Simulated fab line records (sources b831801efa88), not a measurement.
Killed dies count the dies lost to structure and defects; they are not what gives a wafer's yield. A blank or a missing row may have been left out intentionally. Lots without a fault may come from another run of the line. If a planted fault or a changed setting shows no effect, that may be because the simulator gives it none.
Code-filled problem report in 8D (eight disciplines) form -- flow sky130 -- the parts of the form that need people (team, actions taken, sign-off) are left out

## 1. WHAT IS WRONG
killed_at_M0_to_M3 at SKY_PAD_OPEN_PROBE_99 reads a mean of 84 on 1 wafer of 1 lot; wafers without a fault read 43 with a standard deviation of 7.3. Relative to the usual mean, that is a shift of +5.6 standard deviations.
First observed at day 49 08:35: wafer L922.6, on prober-01. Wafers with a number at this step in the record: 36, from 12 lots. The rule behind "out" and "out of limits": a value lying over 4 standard deviations away from the usual mean. The other wafers with a number count as sound.

## 2. WHAT IT IS; WHAT IT IS NOT
question,is,is not
which readings at this step,"killed_at_M0_to_M3, sort_bin_3_pad_short","killed_at_M4_up, killed_at_contacts, killed_at_front_end, killed_at_other, killed_on_rim, killed_short, sort_bin_6_memory"
which lots,L922,"L906, L907, L908, L909, L910, L911, L913, L914, L915, L916, L928"
which wafers of those lots,L922.6,"L922.3, L922.5"
read on which tools,prober-01,prober-02
when,from day 49 08:35,up to then (32 sound wafers); but 3 sound wafers of L928 came after

## 3. THE SUSPECTS, EACH WITH WHAT RULES IT OUT
Counting: if a tool at a process step up to the reading ran every lot that is out, it stays a suspect. Sound lots after the first of them don't rule it out here, since some wafers of a struck lot are sound.
- pvd_sputter-01 at SKY_METAL2_SPUTTER_03 (material Ti, target thk 5 nm, time 3.3 s): kept. It processed L922, the lot that is out, at day 38 23:35, and its most recent sound lot before then was L916 at day 37 04:14.
- cvd_w-02 at SKY_VIA4_CVD_18 (deposits W, target thk 505 nm, time 152.14 s): kept. It processed L922, the lot that is out, at day 46 21:23, and its most recent sound lot before then was L916 at day 45 09:04.
- cmp-01 at SKY_VIA4_CMP_21 (polishes, stops on SiO2, t overpolish 25 s, target thk 0 nm): kept. It processed L922, the lot that is out, at day 46 21:49, and its most recent sound lot before then was L915 at day 45 03:25.
- prober-01 at SKY_PAD_OPEN_PROBE_99: kept. It processed L922, the lot that is out, at day 49 08:26, and its most recent sound lot before then was L916 at day 48 01:50. Out on those wafers are its own readings of killed_at_M0_to_M3, sort_bin_3_pad_short.
- Within cvd_w-02 at SKY_VIA4_CVD_18: the wafers that are out ran in chamber 0; their sound lot-mates ran in chamber 1.
- Within cmp-01 at SKY_VIA4_CMP_21: the wafers that are out ran in chamber 2; their sound lot-mates ran in chamber 3.
Left after counting: pvd_sputter-01 at SKY_METAL2_SPUTTER_03, cvd_w-02 at SKY_VIA4_CVD_18, cmp-01 at SKY_VIA4_CMP_21, prober-01 at SKY_PAD_OPEN_PROBE_99.

## 4. THE CAUSE (what the simulator had put in)
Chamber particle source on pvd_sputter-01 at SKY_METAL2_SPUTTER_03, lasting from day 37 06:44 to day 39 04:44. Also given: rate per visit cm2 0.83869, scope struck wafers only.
This tool is one of the 4 suspects left after counting.

## 5. SEQUENCE OF EFFECTS, ordered by route
Rows list readings where the struck wafers' mean (over those with a number) sits beyond 3 standard deviations from the usual. Scope: only readings with a usual standard deviation given in the record; hours: median across lots of the time from each lot's start at the first step in this table that gives one to its start at this step; sigmas: change in usual standard deviations.
hours,step,reading,usual,on struck wafers,change,sigmas
0,SKY_PAD_OPEN_PROBE_99,defect_limited_yield,82.6 %,76.0,-6.6,-3.3
0,SKY_PAD_OPEN_PROBE_99,killed_at_M0_to_M3,43,84,+41,+5.6
0,SKY_PAD_OPEN_PROBE_99,killed_dies,86,118,+32,+3.3
0,SKY_PAD_OPEN_PROBE_99,sort_bin_3_pad_short,0.9 %,2.8,+1.9,+4.6
0,SKY_PAD_OPEN_PROBE_99,sort_bin_5_function,10.3 %,15.0,+4.7,+3.1
0,SKY_PAD_OPEN_PROBE_99,sort_n_pass,406,374,-32,-3.3
0,SKY_PAD_OPEN_PROBE_99,sort_yield_pct,82.6 %,76.0,-6.6,-3.3
The process steps in it:
- SKY_PAD_OPEN_PROBE_99

## 6. HOW IT WOULD HAVE BEEN CAUGHT EARLIER
290 hours passed between the start of the fault at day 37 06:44 and the first reading out of limits in this record, taken at day 49 08:35.
Tool readings at SKY_METAL2_SPUTTER_03 with a usual standard deviation given in the record: none out on any struck wafer, hence no alarm at a limit of 4 standard deviations on them.
By day 49 08:35, every lot that is out (1) had started SKY_METAL2_SPUTTER_03 on pvd_sputter-01. A hold on the tool at that time would have spared none of them.
